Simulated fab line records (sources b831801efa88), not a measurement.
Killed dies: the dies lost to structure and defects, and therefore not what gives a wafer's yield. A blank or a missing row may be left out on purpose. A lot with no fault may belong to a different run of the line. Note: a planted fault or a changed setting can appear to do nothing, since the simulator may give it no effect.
fab line records + flow sky130
record:
- lots: 12
- wafers: 36
- last-day: 51
route steps=708 shown VIA1@459 PAD_OPEN@708
lots that met no fault: taken from a fault-free run of the same line
start-h: the number of hours between the record's first day and the start of the first shown wafer of the lot + wait-h: time in hours since the lot's previous step + " same as the row above + L1.1+2: several wafers, shown together as one row + - no value present, or no start provided + * or withheld: withheld + < > ~ a bound
route shown NAME@n: names a module that has steps shown in the file, with the first one's number in the route + usual: the fault-free wafers' mean and standard deviation + same: alike in all rows + chamber/n: place in a boat + sites: readings site by site + _std_site: how widely they spread, as a standard deviation + _edge_site: mean of outer sites minus mean of inner sites + radius-mm: how far each site lies from the wafer's centre + mask NAME#n: copy n + behind: the tool/chamber that last shaped the wafer + hold: why the lot was held/for how many hours/how that ended + device: whichever transistor did not switch (one of n, p or np) + end of line: the route-end tests of the same wafers + a step with no rows: only its recipe + killed: the dies lost at the first sort to structure and to defects; this is not the yield of the wafer + map: per-die view of a wafer (x killed, . not killed, _ where there is no die)
set.NAME: the run value of the setting; set.NAME@STEP: its run value at that earlier step + model.NAME: the simulator's own value behind a step, which no gauge read
route steps across a sampled set of lots; one table per step, one row per wafer
services: from which hour (start-h, from the record's first day; less than 0 if before it) a tool's chamber was out of use, for how many hours, and why
== steps ==
step: SKY_VIA1_THK_MEAS_01
recipe:
- reads: SiO2_of_VIA1_HDPCVD_00
usual:
- VIA1_HDPCVD_THK: 1026/13
| lot.wafer | tool          | chamber | start-h | wait-h | VIA1_HDPCVD_THK[nm] |
|-----------|---------------|---------|---------|--------|---------------------|
| L317.1    | film-metro-03 | -       | 772.83  | 0.1    | 1026                |
| L317.3    | "             | -       | "       | "      | 1029                |
| L317.6    | "             | -       | "       | "      | 1017                |
| L318.4    | film-metro-02 | -       | 776.25  | 0.0    | 1007                |
| L318.5    | "             | -       | "       | "      | 1021                |
| L318.6    | "             | -       | "       | "      | 1009                |
| L319.1    | film-metro-04 | -       | 783.56  | 0.1    | 1031                |
| L319.5    | "             | -       | "       | "      | 1028                |
| L319.6    | "             | -       | "       | "      | 1030                |
| L320.1    | film-metro-04 | -       | 793.19  | 0.1    | 1016                |
| L320.3    | "             | -       | "       | "      | 1039                |
| L320.5    | "             | -       | "       | "      | 1027                |
| L324.1    | film-metro-02 | -       | 824.25  | 0.1    | 1007                |
| L324.4    | "             | -       | "       | "      | 998                 |
| L324.5    | "             | -       | "       | "      | 1002                |
| L323.2    | film-metro-02 | -       | 824.94  | 0.1    | 1044                |
| L323.3    | "             | -       | "       | "      | 1045                |
| L323.6    | "             | -       | "       | "      | 1043                |
| L326.2    | film-metro-03 | -       | 847.35  | 0.1    | 1023                |
| L326.5    | "             | -       | "       | "      | 1032                |
| L326.6    | "             | -       | "       | "      | 1021                |
| L327.1    | film-metro-04 | -       | 849.36  | 0.1    | 1017                |
| L327.4    | "             | -       | "       | "      | 1020                |
| L327.6    | "             | -       | "       | "      | 1014                |
| L334.1    | film-metro-02 | -       | 897.82  | 0.1    | 1061                |
| L334.2    | "             | -       | "       | "      | 1050                |
| L334.6    | "             | -       | "       | "      | 1057                |
| L337.1    | film-metro-04 | -       | 914.34  | 0.1    | 1035                |
| L337.2    | "             | -       | "       | "      | 1034                |
| L337.6    | "             | -       | "       | "      | 1034                |
| L338.1    | film-metro-03 | -       | 927.24  | 0.1    | 1043                |
| L338.2    | "             | -       | "       | "      | 1029                |
| L338.5    | "             | -       | "       | "      | 1041                |
| L339.2    | film-metro-04 | -       | 965.65  | 0.1    | 1044                |
| L339.3    | "             | -       | "       | "      | 1057                |
| L339.5    | "             | -       | "       | "      | 1048                |
step: SKY_VIA1_OVL_MEAS_13
usual:
- VIA1_OVL: 3/5
| lot.wafer | tool       | chamber | start-h | wait-h | VIA1_OVL[nm] |
|-----------|------------|---------|---------|--------|--------------|
| L317.1    | overlay-02 | -       | 799.73  | 0.1    | 3            |
| L317.3    | "          | -       | "       | "      | 5            |
| L317.6    | "          | -       | "       | "      | 2            |
| L318.4    | overlay-02 | -       | 803.49  | 0.1    | -1           |
| L318.5    | "          | -       | "       | "      | 2            |
| L318.6    | "          | -       | "       | "      | 2            |
| L319.1    | overlay-02 | -       | 810.68  | 0.1    | 0            |
| L319.5    | "          | -       | "       | "      | 3            |
| L319.6    | "          | -       | "       | "      | 11           |
| L320.1    | overlay-02 | -       | 819.93  | 0.1    | 2            |
| L320.3    | "          | -       | "       | "      | 6            |
| L320.5    | "          | -       | "       | "      | 6            |
| L324.1    | overlay-01 | -       | 850.51  | 0.1    | -4           |
| L324.4    | "          | -       | "       | "      | 0            |
| L324.5    | "          | -       | "       | "      | 1            |
| L323.2    | overlay-01 | -       | 851.90  | 0.1    | 8            |
| L323.3    | "          | -       | "       | "      | 5            |
| L323.6    | "          | -       | "       | "      | 1            |
| L326.2    | overlay-02 | -       | 873.28  | 0.1    | 10           |
| L326.5    | "          | -       | "       | "      | 8            |
| L326.6    | "          | -       | "       | "      | 10           |
| L327.1    | overlay-01 | -       | 876.29  | 0.1    | 12           |
| L327.4    | "          | -       | "       | "      | 11           |
| L327.6    | "          | -       | "       | "      | 19           |
| L334.1    | overlay-01 | -       | 922.38  | 0.1    | 11           |
| L334.2    | "          | -       | "       | "      | 3            |
| L334.6    | "          | -       | "       | "      | 4            |
| L337.1    | overlay-01 | -       | 939.48  | 0.1    | 4            |
| L337.2    | "          | -       | "       | "      | 0            |
| L337.6    | "          | -       | "       | "      | 2            |
| L338.1    | overlay-01 | -       | 951.31  | 0.1    | 5            |
| L338.2    | "          | -       | "       | "      | 1            |
| L338.5    | "          | -       | "       | "      | 3            |
| L339.2    | overlay-02 | -       | 988.80  | 0.1    | 6            |
| L339.3    | "          | -       | "       | "      | 4            |
| L339.5    | "          | -       | "       | "      | 1            |
step: SKY_VIA1_ETCH_14
recipe:
- chemistry: N2/H2
- target: BARC
- ion-energy-ev: 200
- source-w: 500
- bias-w: 100
- pressure-mtorr: 30
- n2-flow-sccm: 100
- h2-flow-sccm: 200
- stop-on: SiO2
- time-s: 45.9
- target-depth-a: 600
usual:
- drypump-motor-current-A: 5.8/0.44
- h2-flow-sccm: 200.0/0.62
- oes-product-au: 0.856/0.0044
- throttle-valve-pct: 13.224/0.0098
same:
- time-s: 45.9
| lot.wafer | tool        | chamber | start-h | wait-h | drypump-motor-current-A | h2-flow-sccm | oes-product-au | rf-hours-counter-h | throttle-valve-pct |
|-----------|-------------|---------|---------|--------|-------------------------|--------------|----------------|--------------------|--------------------|
| L317.1    | rie-diel-02 | 2       | 799.76  | 0.0    | 6.2                     | 200.3        | 0.859          | 36                 | 13.220             |
| L317.3    | "           | 0       | "       | "      | 5.8                     | 200.0        | 0.848          | 1                  | 13.225             |
| L317.6    | "           | 2       | "       | "      | 6.2                     | 199.8        | 0.856          | -                  | 13.221             |
| L318.4    | rie-diel-01 | 0       | 803.51  | 0.0    | 5.8                     | 200.5        | 0.854          | 3                  | 13.214             |
| L318.5    | "           | 0       | "       | "      | 5.8                     | 200.0        | 0.860          | -                  | 13.202             |
| L318.6    | "           | 1       | "       | "      | 5.6                     | 199.6        | 0.848          | -                  | 13.205             |
| L319.1    | rie-diel-01 | 0       | 810.71  | 0.0    | 5.8                     | 200.9        | 0.859          | 3                  | 13.228             |
| L319.5    | "           | 2       | "       | "      | 5.9                     | 198.8        | 0.856          | -                  | 13.217             |
| L319.6    | "           | 1       | "       | "      | 5.6                     | 198.7        | 0.858          | -                  | 13.225             |
| L320.1    | rie-diel-04 | 2       | 819.96  | 0.0    | 6.0                     | 200.5        | 0.854          | 4                  | 13.234             |
| L320.3    | "           | 0       | "       | "      | 5.7                     | 199.5        | 0.861          | 5                  | 13.228             |
| L320.5    | "           | 1       | "       | "      | 6.6                     | 200.8        | 0.858          | -                  | 13.239             |
| L324.1    | rie-diel-02 | 3       | 850.54  | 0.0    | 5.2                     | 199.7        | 0.862          | 7                  | 13.228             |
| L324.4    | "           | 1       | "       | "      | 5.3                     | 200.7        | 0.867          | 17                 | 13.225             |
| L324.5    | "           | 3       | "       | "      | 5.2                     | 199.2        | 0.851          | -                  | 13.215             |
| L323.2    | rie-diel-01 | 2       | 851.93  | 0.0    | 5.9                     | 199.9        | 0.853          | 16                 | 13.223             |
| L323.3    | "           | 1       | "       | "      | 5.6                     | 200.3        | 0.855          | 7                  | 13.228             |
| L323.6    | "           | 1       | "       | "      | 5.6                     | 200.6        | 0.857          | -                  | 13.208             |
| L326.2    | rie-diel-01 | 2       | 873.31  | 0.0    | 5.9                     | 200.5        | 0.858          | 16                 | 13.216             |
| L326.5    | "           | 0       | "       | "      | 5.8                     | 200.4        | 0.858          | -                  | 13.215             |
| L326.6    | "           | 1       | "       | "      | 5.6                     | 200.7        | 0.859          | -                  | 13.218             |
| L327.1    | rie-diel-01 | 2       | 876.33  | 0.0    | 5.9                     | 200.2        | 0.860          | 17                 | 13.232             |
| L327.4    | "           | 1       | "       | "      | 5.6                     | 199.8        | 0.849          | 7                  | 13.224             |
| L327.6    | "           | 0       | "       | "      | 5.9                     | 199.6        | 0.857          | -                  | 13.219             |
| L334.1    | rie-diel-01 | 1       | 922.41  | 0.0    | 5.6                     | 199.6        | 0.850          | 9                  | 13.225             |
| L334.2    | "           | 2       | "       | "      | 5.9                     | 199.3        | 0.851          | 18                 | 13.228             |
| L334.6    | "           | 3       | "       | "      | 4.9                     | 199.6        | 0.857          | -                  | 13.237             |
| L337.1    | rie-diel-01 | 0       | 939.51  | 0.0    | 5.8                     | 199.8        | 0.854          | 7                  | 13.235             |
| L337.2    | "           | 3       | "       | "      | 5.0                     | 199.8        | 0.849          | 5                  | 13.224             |
| L337.6    | "           | 3       | "       | "      | 5.0                     | 200.2        | 0.862          | -                  | 13.222             |
| L338.1    | rie-diel-02 | 2       | 951.34  | 0.0    | 6.2                     | 199.8        | 0.860          | 4                  | 13.231             |
| L338.2    | "           | 1       | "       | "      | 5.3                     | 199.7        | 0.856          | 20                 | 13.238             |
| L338.5    | "           | 1       | "       | "      | 5.3                     | 200.4        | 0.859          | -                  | 13.220             |
| L339.2    | rie-diel-04 | 3       | 988.83  | 0.0    | 5.9                     | 198.7        | 0.853          | 10                 | 13.224             |
| L339.3    | "           | 2       | "       | "      | 6.0                     | 199.1        | 0.862          | 9                  | 13.228             |
| L339.5    | "           | 3       | "       | "      | 5.9                     | 199.9        | 0.848          | -                  | 13.242             |
step: SKY_VIA1_STRIP_16
recipe:
- chemistry: O2/N2
- power-w: 1400
- pressure-mtorr: 1500
- platen-temp-c: withheld
- o2-flow-sccm: 3000
- n2-flow-sccm: 300
- overash-fraction: 0.5
usual:
- drypump-motor-current-A: 5.9/0.35
- o2-flow-sccm: 2998/9.7
- oes-product-au: 0.417/0.0048
- strip-time-to-endpoint-s: 4.469/0.022
| lot.wafer | tool            | chamber | start-h | wait-h | drypump-motor-current-A | o2-flow-sccm | oes-product-au | rf-hours-counter-h | strip-time-to-endpoint-s |
|-----------|-----------------|---------|---------|--------|-------------------------|--------------|----------------|--------------------|--------------------------|
| L317.1    | plasma-asher-02 | 0       | 799.85  | 0.0    | 6.1                     | 2998         | 0.409          | 67                 | 4.417                    |
| L317.3    | "               | 0       | "       | "      | 6.1                     | 3002         | 0.423          | -                  | 4.464                    |
| L317.6    | "               | 0       | "       | "      | 6.1                     | 2992         | 0.414          | -                  | 4.440                    |
| L318.4    | plasma-asher-04 | 1       | 803.63  | 0.1    | 5.3                     | 2983         | 0.418          | -                  | 4.454                    |
| L318.5    | "               | 1       | "       | "      | 5.4                     | 2992         | 0.413          | -                  | 4.491                    |
| L318.6    | "               | 0       | "       | "      | 5.9                     | 3004         | 0.417          | -                  | 4.489                    |
| L319.1    | plasma-asher-02 | 0       | 810.80  | 0.0    | 6.1                     | 2992         | 0.420          | 68                 | 4.449                    |
| L319.5    | "               | 1       | "       | "      | 6.3                     | 3015         | 0.410          | -                  | 4.486                    |
| L319.6    | "               | 0       | "       | "      | 6.1                     | 2992         | 0.424          | -                  | 4.500                    |
| L320.1    | plasma-asher-01 | 0       | 820.05  | 0.0    | 5.5                     | 3009         | 0.418          | 40                 | 4.443                    |
| L320.3    | "               | 1       | "       | "      | 6.3                     | 2986         | 0.426          | -                  | 4.444                    |
| L320.5    | "               | 1       | "       | "      | 6.3                     | 2995         | 0.419          | -                  | 4.449                    |
| L324.1    | plasma-asher-02 | 0       | 850.63  | 0.0    | 6.1                     | 2992         | 0.417          | 72                 | 4.421                    |
| L324.4    | "               | 0       | "       | "      | 6.1                     | 2998         | 0.416          | -                  | 4.462                    |
| L324.5    | "               | 0       | "       | "      | 6.1                     | 2995         | 0.412          | -                  | 4.430                    |
| L323.2    | plasma-asher-04 | 1       | 852.02  | 0.0    | 5.3                     | 3001         | 0.413          | 9                  | 4.480                    |
| L323.3    | "               | 0       | "       | "      | 5.9                     | 2995         | 0.413          | -                  | 4.482                    |
| L323.6    | "               | 0       | "       | "      | 5.9                     | 2991         | 0.419          | -                  | 4.484                    |
| L326.2    | plasma-asher-02 | 0       | 873.40  | 0.0    | 6.1                     | 3007         | 0.412          | 75                 | 4.487                    |
| L326.5    | "               | 1       | "       | "      | 6.2                     | 3007         | 0.417          | -                  | 4.494                    |
| L326.6    | "               | 0       | "       | "      | 6.1                     | 3002         | 0.421          | -                  | 4.482                    |
| L327.1    | plasma-asher-01 | 1       | 876.42  | 0.0    | 6.3                     | 3006         | 0.414          | 46                 | 4.447                    |
| L327.4    | "               | 0       | "       | "      | 5.5                     | 3004         | 0.417          | -                  | 4.457                    |
| L327.6    | "               | 0       | "       | "      | 5.5                     | 2999         | 0.420          | -                  | 4.480                    |
| L334.1    | plasma-asher-02 | 1       | 922.50  | 0.0    | 6.3                     | 3591         | 0.408          | 80                 | 4.414                    |
| L334.2    | "               | 0       | "       | "      | 6.0                     | 3602         | 0.419          | 80                 | 4.397                    |
| L334.6    | "               | 0       | "       | "      | 6.1                     | 3601         | 0.416          | -                  | 4.400                    |
| L337.1    | plasma-asher-02 | 1       | 939.60  | 0.0    | 6.2                     | 3582         | 0.425          | 82                 | 4.409                    |
| L337.2    | "               | 0       | "       | "      | 6.1                     | 3585         | 0.418          | 82                 | 4.418                    |
| L337.6    | "               | 1       | "       | "      | 6.2                     | 3588         | 0.419          | -                  | 4.406                    |
| L338.1    | plasma-asher-04 | 1       | 951.43  | 0.0    | 5.3                     | 2993         | 0.408          | 18                 | 4.446                    |
| L338.2    | "               | 0       | "       | "      | 5.9                     | 3015         | 0.420          | 18                 | 4.447                    |
| L338.5    | "               | 0       | "       | "      | 5.9                     | 3033         | 0.421          | -                  | 4.434                    |
| L339.2    | plasma-asher-04 | 0       | 988.92  | 0.0    | 5.9                     | 2989         | 0.421          | 21                 | 4.483                    |
| L339.3    | "               | 1       | "       | "      | 5.3                     | 2987         | 0.414          | -                  | 4.446                    |
| L339.5    | "               | 1       | "       | "      | 5.3                     | 2999         | 0.421          | -                  | 4.460                    |
step: SKY_PAD_OPEN_PROBE_99
usual:
- defect-limited-yield: 82.2/2
- killed_at_M0_to_M3: 43/6.4
- killed_at_M4_up: 3.2/1.8
- killed-at-contacts: 25/5.8
- killed-at-front-end: 16/4.1
- killed-at-other: 0.2/0.47
- killed-dies: 88/9.9
- killed-open: 47/7.3
- killed-short: 40/7.1
- sort_bin_3_pad_short: 0.9/0.41
- sort_bin_5_function: 10.6/1.6
- sort_bin_6_memory: 6.3/1.2
- sort-n-pass: 404/9.9
- sort-yield-pct: 82.2/2
same:
- gross-dies: 492
- killed-at-back-side: 0
- sort_bin_4_leakage[%]: 0
- sort_bin_8_speed[%]: 0
| lot.wafer | tool      | chamber | start-h | wait-h | defect-limited-yield[%] | killed_at_M0_to_M3 | killed_at_M4_up | killed-at-contacts | killed-at-front-end | killed-at-other | killed-dies | killed-open | killed-short | sort_bin_3_pad_short[%] | sort_bin_5_function[%] | sort_bin_6_memory[%] | sort-n-pass | sort-yield-pct[%] |
|-----------|-----------|---------|---------|--------|-------------------------|--------------------|-----------------|--------------------|---------------------|-----------------|-------------|-------------|--------------|-------------------------|------------------------|----------------------|-------------|-------------------|
| L318.4    | prober-01 | -       | 1079.81 | 0.2    | 80.5                    | 59                 | 4               | 20                 | 13                  | 0               | 96          | 51          | 45           | 0.8                     | 11.0                   | 7.7                  | 396         | 80.5              |
| L318.5    | prober-01 | -       | 1079.86 | 0.2    | 80.9                    | 52                 | 4               | 20                 | 18                  | 0               | 94          | 53          | 41           | 0.4                     | 11.0                   | 7.7                  | 398         | 80.9              |
| L318.6    | prober-01 | -       | 1079.91 | 0.2    | 83.5                    | 44                 | 2               | 22                 | 13                  | 0               | 81          | 31          | 50           | 0.8                     | 10.8                   | 4.9                  | 411         | 83.5              |
| L319.1    | prober-02 | -       | 1088.78 | 0.1    | 85.0                    | 45                 | 1               | 18                 | 10                  | 0               | 74          | 41          | 33           | 1.2                     | 8.5                    | 5.3                  | 418         | 85.0              |
| L319.5    | prober-02 | -       | 1088.98 | 0.2    | 82.1                    | 42                 | 2               | 26                 | 18                  | 0               | 88          | 40          | 48           | 1.2                     | 10.0                   | 6.7                  | 404         | 82.1              |
| L319.6    | prober-02 | -       | 1089.03 | 0.2    | 83.1                    | 47                 | 2               | 26                 | 8                   | 0               | 83          | 52          | 31           | 0.2                     | 11.0                   | 5.7                  | 409         | 83.1              |
| L323.2    | prober-02 | -       | 1127.01 | 0.1    | 81.1                    | 43                 | 3               | 29                 | 18                  | 0               | 93          | 58          | 35           | 0.8                     | 12.4                   | 5.7                  | 399         | 81.1              |
| L323.3    | prober-02 | -       | 1127.06 | 0.2    | 81.7                    | 39                 | 3               | 26                 | 22                  | 0               | 90          | 56          | 34           | 0.6                     | 11.8                   | 5.9                  | 402         | 81.7              |
| L323.6    | prober-02 | -       | 1127.21 | 0.2    | 82.7                    | 32                 | 4               | 35                 | 14                  | 0               | 85          | 48          | 37           | 1.2                     | 9.8                    | 6.3                  | 407         | 82.7              |
| L334.1    | prober-01 | -       | 1174.58 | 0.1    | 81.3                    | 42                 | 8               | 21                 | 21                  | 0               | 92          | 50          | 42           | 0.8                     | 10.4                   | 7.5                  | 400         | 81.3              |
| L334.2    | prober-01 | -       | 1174.63 | 0.1    | 78.7                    | 48                 | 2               | 38                 | 17                  | 0               | 105         | 57          | 48           | 0.6                     | 13.2                   | 7.5                  | 387         | 78.7              |
| L334.6    | prober-01 | -       | 1174.83 | 0.2    | 81.1                    | 42                 | 4               | 32                 | 15                  | 0               | 93          | 56          | 37           | 0.8                     | 11.8                   | 6.3                  | 399         | 81.1              |
| L337.1    | prober-02 | -       | 1188.06 | 0.1    | 82.3                    | 44                 | 2               | 23                 | 18                  | 0               | 87          | 50          | 37           | 1.0                     | 10.2                   | 6.5                  | 405         | 82.3              |
| L337.2    | prober-02 | -       | 1188.11 | 0.1    | 80.5                    | 46                 | 6               | 29                 | 15                  | 0               | 96          | 56          | 40           | 1.0                     | 10.6                   | 7.9                  | 396         | 80.5              |
| L337.6    | prober-02 | -       | 1188.31 | 0.2    | 80.9                    | 40                 | 1               | 37                 | 15                  | 1               | 94          | 53          | 41           | 0.4                     | 12.0                   | 6.7                  | 398         | 80.9              |
| L338.1    | prober-01 | -       | 1191.22 | 0.1    | 83.1                    | 36                 | 7               | 25                 | 15                  | 0               | 83          | 46          | 37           | 0.2                     | 10.2                   | 6.5                  | 409         | 83.1              |
| L338.2    | prober-01 | -       | 1191.27 | 0.1    | 84.6                    | 34                 | 6               | 24                 | 12                  | 0               | 76          | 44          | 32           | 0.8                     | 8.5                    | 6.1                  | 416         | 84.6              |
| L338.5    | prober-01 | -       | 1191.42 | 0.2    | 84.8                    | 43                 | 1               | 19                 | 12                  | 0               | 75          | 47          | 28           | 0.8                     | 10.4                   | 4.1                  | 417         | 84.8              |
killed by level:class
L318.4 VIA1:geometric-particle:open=14 METAL2:geometric-particle:short=11 LI_CONTACT:geometric-particle:open=9 FIELD_ISO:geometric-particle:open=7 METAL3:geometric-particle:short=7 CONTACT:geometric-particle:open=6 METAL1:geometric-particle:short=6 FIELD_ISO:geometric-particle:short=4
L318.5 VIA1:geometric-particle:open=13 LI_CONTACT:geometric-particle:open=10 FIELD_ISO:geometric-particle:open=9 METAL2:geometric-particle:short=8 LOCAL_INTERCONNECT:geometric-particle:short=6 METAL1:geometric-particle:short=6 VIA3:geometric-particle:short=5 VIA2:geometric-particle:open=5
L318.6 METAL1:geometric-particle:short=11 METAL2:geometric-particle:short=9 LI_CONTACT:geometric-particle:open=9 VIA2:geometric-particle:short=5 FIELD_ISO:geometric-particle:short=4 POLY_GATE:geometric-particle:short=4 VIA1:geometric-particle:open=4 LOCAL_INTERCONNECT:geometric-particle:short=3
L319.1 VIA3:geometric-particle:open=9 CONTACT:geometric-particle:open=8 VIA1:geometric-particle:open=8 METAL1:geometric-particle:short=6 METAL2:geometric-particle:short=6 VIA3:geometric-particle:short=4 VIA2:geometric-particle:open=4 FIELD_ISO:geometric-particle:short=3
L319.5 VIA1:geometric-particle:open=8 LI_CONTACT:geometric-particle:open=7 VIA2:geometric-particle:open=7 POLY_GATE:geometric-particle:short=5 LI_CONTACT:geometric-particle:short=5 LOCAL_INTERCONNECT:geometric-particle:short=5 CONTACT:geometric-particle:open=5 METAL2:geometric-particle:short=5
L319.6 CONTACT:geometric-particle:open=11 VIA1:geometric-particle:open=10 LI_CONTACT:geometric-particle:open=8 METAL1:geometric-particle:short=8 VIA3:geometric-particle:open=8 VIA2:geometric-particle:open=6 LOCAL_INTERCONNECT:geometric-particle:short=4 FIELD_ISO:geometric-particle:short=3
L323.2 CONTACT:geometric-particle:open=12 VIA2:geometric-particle:open=10 VIA1:geometric-particle:open=9 LI_CONTACT:geometric-particle:open=8 VIA3:geometric-particle:open=7 FIELD_ISO:geometric-particle:open=5 POLY_GATE:geometric-particle:short=4 CONTACT:geometric-particle:short=4
L323.3 VIA2:geometric-particle:open=11 CONTACT:geometric-particle:open=9 FIELD_ISO:geometric-particle:open=8 LI_CONTACT:geometric-particle:open=8 VIA1:geometric-particle:open=8 FIELD_ISO:geometric-particle:short=5 POLY_GATE:geometric-particle:open=5 CONTACT:geometric-particle:short=5
L323.6 CONTACT:geometric-particle:open=14 VIA1:geometric-particle:short=9 LI_CONTACT:geometric-particle:open=8 VIA1:geometric-particle:open=7 CONTACT:geometric-particle:short=7 VIA2:geometric-particle:open=6 METAL2:geometric-particle:short=4 FIELD_ISO:geometric-particle:open=3
L334.1 VIA2:geometric-particle:open=9 CONTACT:geometric-particle:open=8 METAL4:geometric-particle:short=7 VIA3:geometric-particle:open=7 FIELD_ISO:geometric-particle:short=6 VIA1:geometric-particle:short=6 FIELD_ISO:geometric-particle:open=5 LI_CONTACT:geometric-particle:open=5
L334.2 CONTACT:geometric-particle:open=13 LI_CONTACT:geometric-particle:open=10 VIA2:geometric-particle:open=9 LI_CONTACT:geometric-particle:short=7 FIELD_ISO:geometric-particle:short=6 VIA3:geometric-particle:open=6 METAL1:geometric-particle:short=6 METAL2:geometric-particle:short=6
L334.6 CONTACT:geometric-particle:open=15 VIA1:geometric-particle:open=10 VIA2:geometric-particle:open=8 LI_CONTACT:geometric-particle:open=7 VIA1:geometric-particle:short=5 POLY_GATE:geometric-particle:open=5 FIELD_ISO:geometric-particle:short=4 LI_CONTACT:geometric-particle:short=4
L337.1 LI_CONTACT:geometric-particle:open=10 CONTACT:geometric-particle:open=9 VIA1:geometric-particle:open=9 VIA3:geometric-particle:open=8 METAL1:geometric-particle:short=6 POLY_GATE:geometric-particle:short=5 METAL2:geometric-particle:short=5 FIELD_ISO:geometric-particle:open=3
L337.2 CONTACT:geometric-particle:open=11 METAL1:geometric-particle:short=11 LI_CONTACT:geometric-particle:open=10 VIA1:geometric-particle:open=8 VIA2:geometric-particle:open=6 VIA1:geometric-particle:short=5 LOCAL_INTERCONNECT:geometric-particle:short=4 VIA3:geometric-particle:open=4
L337.6 VIA1:geometric-particle:open=13 LI_CONTACT:geometric-particle:open=10 CONTACT:geometric-particle:open=10 CONTACT:geometric-particle:short=7 VIA3:geometric-particle:open=7 LOCAL_INTERCONNECT:geometric-particle:short=6 FIELD_ISO:geometric-particle:open=5 METAL2:geometric-particle:short=4
L338.1 CONTACT:geometric-particle:open=10 POLY_GATE:geometric-particle:open=8 VIA2:geometric-particle:open=8 VIA1:geometric-particle:open=8 CONTACT:geometric-particle:short=6 VIA3:geometric-particle:open=5 METAL4:geometric-particle:short=5 SPACER:geometric-particle:short=4
L338.2 CONTACT:geometric-particle:open=9 VIA3:geometric-particle:open=8 VIA1:geometric-particle:open=7 LI_CONTACT:geometric-particle:open=5 LOCAL_INTERCONNECT:geometric-particle:short=5 METAL1:geometric-particle:short=5 VIA2:geometric-particle:open=5 CONTACT:geometric-particle:short=4
L338.5 VIA1:geometric-particle:open=9 VIA2:geometric-particle:open=8 VIA3:geometric-particle:open=7 METAL2:geometric-particle:short=6 CONTACT:geometric-particle:open=5 CONTACT:geometric-particle:short=4 LI_CONTACT:geometric-particle:open=4 VIA1:geometric-particle:short=4
== services ==
| tool            | chamber | start-h | hours | kind           |
|-----------------|---------|---------|-------|----------------|
| rie-diel-01     | 3       | 778.93  | -     | clean          |
| rie-diel-01     | 3       | 778.93  | 22.7  | scheduled-down |
| rie-diel-01     | -       | 779.50  | 14.6  | pm             |
| rie-diel-01     | 1       | 794.66  | 5.6   | repair         |
| rie-diel-01     | -       | 817.10  | 0.4   | repair         |
| plasma-asher-04 | -       | 817.53  | 14.6  | pm             |
| rie-diel-04     | 3       | 823.03  | 96.4  | repair         |
| rie-diel-02     | 2       | 824.66  | 8.4   | repair         |
| rie-diel-02     | 1       | 835.83  | 3.8   | repair         |
| plasma-asher-04 | -       | 838.07  | 0.9   | repair         |
| rie-diel-04     | 0       | 838.71  | 7.5   | repair         |
| rie-diel-02     | -       | 866.65  | 0.2   | repair         |
| rie-diel-04     | 0       | 879.57  | 16.1  | repair         |
| rie-diel-02     | 3       | 881.20  | 18.1  | repair         |
| rie-diel-01     | 0       | 884.11  | 4.0   | repair         |
| rie-diel-02     | -       | 884.86  | 0.1   | repair         |
| plasma-asher-04 | -       | 900.02  | 9.3   | repair         |
| plasma-asher-02 | -       | 906.54  | 1.3   | repair         |
| rie-diel-01     | 3       | 909.17  | 4.0   | repair         |
| rie-diel-01     | 1       | 909.17  | 10.2  | repair         |
| rie-diel-01     | 2       | 928.47  | 21.4  | repair         |
| plasma-asher-01 | -       | 948.41  | 1.1   | repair         |
| rie-diel-04     | 2       | 952.52  | 10.6  | repair         |
| rie-diel-01     | 0       | 956.22  | 1.7   | repair         |
== key ==
first-sign:
- step: SKY_VIA1_STRIP_16
- reading: o2-flow-sccm
- direction: up
- sigmas: 61
- usual: 2998
- struck: 3591
effect:
- step: SKY_VIA1_STRIP_16
- reading: strip-time-to-endpoint-s
- direction: down
- sigmas: 2.8
- usual: *
- struck: *
met-at SKY_VIA1_STRIP_16
struck-lots L334,L337
not-acting-at SKY_VIA1_THK_MEAS_01,SKY_VIA1_OVL_MEAS_13,SKY_VIA1_ETCH_14
onset-between 873.40 922.50
fault:
- kind: process-parameter-drift
- tool: plasma-asher-02
- chamber: -
- onset-h: 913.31
- steps: SKY_VIA1_STRIP_16
- channel: o2-flow-sccm
- offset: 600
- shape: step
- end-h: 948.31
- acts-in: these-recipes-only
- stated: 3000
